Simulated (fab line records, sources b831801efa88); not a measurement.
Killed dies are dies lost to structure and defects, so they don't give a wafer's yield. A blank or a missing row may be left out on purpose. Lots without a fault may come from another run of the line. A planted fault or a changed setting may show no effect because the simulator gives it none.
A struck lot beside a sound one | flow gf180mcu | 13 steps out of a route of 602
Sound: wafers L115.3, L115.4, L115.6. Struck: wafers L130.2, L130.3, L130.6. The cause comes at the end.
At each step with rows: each side's tool, then ch and its chambers, then its first start. Under that, the readings that differ: sound wafers | struck wafers | difference of the means | sigmas: that difference in standard deviations of wafers without a fault.
alike: readings whose means differ by less than 2 such deviations, and words and numbers that are the same on both sides. not compared: withheld readings, readings that some wafer has no value for, bounds like >300 that may hide the same value, and numbers for which the record gives no deviation and whose values overlap.
The two part at a step that has a row with sigmas, a row that says differs or no value, or rows on one side only. Numbers that don't overlap but have no deviation are shown without sigmas and don't part them. A reading that every wafer of one side lacks parts them only if that side has two wafers or more.

GF_SAB_OVL_MEAS_10:
  sound on overlay-01, day 18 01:44; struck on overlay-01, day 22 21:55
  alike: SAB_OVL
GF_SAB_ETCH_11: etches SiO2 in C4F8/O2/Ar, target depth 55 nm, time 8.5 s.
  sound on rie_diel-02 ch 0,1,3, day 18 01:46; struck on rie_diel-03 ch 0,1,2, day 22 21:56
  alike: oes_product_au
  not compared: rf_hours_counter_h
then, 1 step without rows for these wafers: GF_SAB_WET_ETCH_12 (etches SiO2 in dHF, target depth 22 nm, time 440 s).
GF_SAB_STRIP_13: strips in O2/N2.
  sound on plasma_asher-02 ch 0,1, day 18 01:56; struck on plasma_asher-02 ch 0,1, day 22 22:05
  alike: drypump_motor_current_A, heater_power_w, oes_product_au, strip_time_to_endpoint_s
  not compared: rf_hours_counter_h
then, 2 steps without rows for these wafers: GF_SALICIDE_CLEAN_00 (cleans in SC1/SC2, time 150 s); GF_SALICIDE_WET_ETCH_01 (etches SiO2 in dHF, target depth 5 nm, time 100 s).
GF_SALICIDE_SPUTTER_02: material Co, target thk 10 nm, time 20 s.
  sound on pvd_sputter-01, day 18 02:05; struck on pvd_sputter-03, day 22 22:17
  alike: throttle_valve_pct
GF_SALICIDE_SPUTTER_03: material TiN, target thk 20 nm, time 16.7 s.
  sound on pvd_sputter-01, day 18 02:07; struck on pvd_sputter-03, day 22 22:19
  alike: throttle_valve_pct
GF_SALICIDE_RS_MEAS_04: measures by four-point-probe.
  sound on film_metro-03, day 18 02:11; struck on film_metro-03, day 22 22:22
  alike: SALICIDE_TIN_RS
GF_SALICIDE_THK_MEAS_05: measures by xrf.
  sound on film_metro-03, day 18 02:17; struck on film_metro-03, day 22 22:28
  alike: SALICIDE_TIN_THK
GF_SALICIDE_RTA_06: time 30 s.
  sound on rtp_anneal-02 ch 0, day 18 02:22; struck on rtp_anneal-02 ch 0, day 22 22:32
  alike: anneal_temp_c_max, chamber_o2_ppm, wafer_temp_C_max
then, 1 step without rows for these wafers: GF_SALICIDE_WET_ETCH_07 (etches the open film in SPM, target depth 120 nm).
GF_SALICIDE_RTA_08: time 30 s.
  sound on rtp_anneal-01 ch 0, day 18 02:33; struck on rtp_anneal-01, day 22 22:45
  no value came back on the struck wafers for any of 5 readings (anneal_temp_c_max, chamber_o2_ppm and others); on the sound wafers anneal_temp_c_max reads 803.6 804.3 805.1

WHERE THEY PART
Only at GF_SALICIDE_RTA_08, within this record.

WHY: what the simulator had put in
Skipped step whole: rtp_anneal-01, from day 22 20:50 on, at GF_SALICIDE_RTA_08. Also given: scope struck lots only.
